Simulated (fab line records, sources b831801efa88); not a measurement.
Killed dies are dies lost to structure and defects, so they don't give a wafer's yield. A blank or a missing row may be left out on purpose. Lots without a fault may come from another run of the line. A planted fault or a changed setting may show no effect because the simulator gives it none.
Chamber matching | flow sky130 | SKY_VIA1_CMP_02 on cmp-01: 4 sister chambers
The step polishes SiO2. 4 wafers are shown with their chamber, then 9 later ones without.

WAFERS WITH THEIR CHAMBER
wafer  | chamber | motor_current_A (A)
L155.1 | 0       | 10.5
L155.4 | 3       | 12.0
L165.5 | 2       | 11.5
L165.6 | 1       | 13.7

WAFERS WITHOUT THEIR CHAMBER
wafer  | motor_current_A (A)
L167.2 | 10.8
L167.4 | 14.3
L167.6 | 14.3
L168.2 | 11.7
L168.3 | 13.7
L168.4 | 11.9
L171.2 | 11.8
L171.5 | 11.8
L171.6 | 12.4

WHICH CHAMBER EACH WENT THROUGH
wafer  | from the rows above     | in truth
L167.2 | can't be placed: 0 or 2 | 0
L167.4 | 1                       | 1
L167.6 | 1                       | 1
L168.2 | can't be placed: 2 or 3 | 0
L168.3 | 1                       | 1
L168.4 | can't be placed: 3 or 2 | 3
L171.2 | can't be placed: 3 or 2 | 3
L171.5 | can't be placed: 3 or 2 | 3
L171.6 | can't be placed: 3 or 2 | 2
Placed correctly: 3 of 9. Can't be placed from these rows: 6 (the true chamber is among the candidates in 5). Placed wrongly: 0.
How it was worked out, from the rows above alone: a wafer's distance from a chamber is the root of the sum, over the readings, of the square of ((its reading less the chamber's mean) divided by the reading's scatter). The wafer belongs to the nearest chamber; if the next one is less than 2 further off, it can't be placed. A chamber's mean is the mean of its shown wafers. The scatter: with one shown wafer a chamber, the root of the mean of the squares of how far each hidden wafer lies from its nearest shown one.
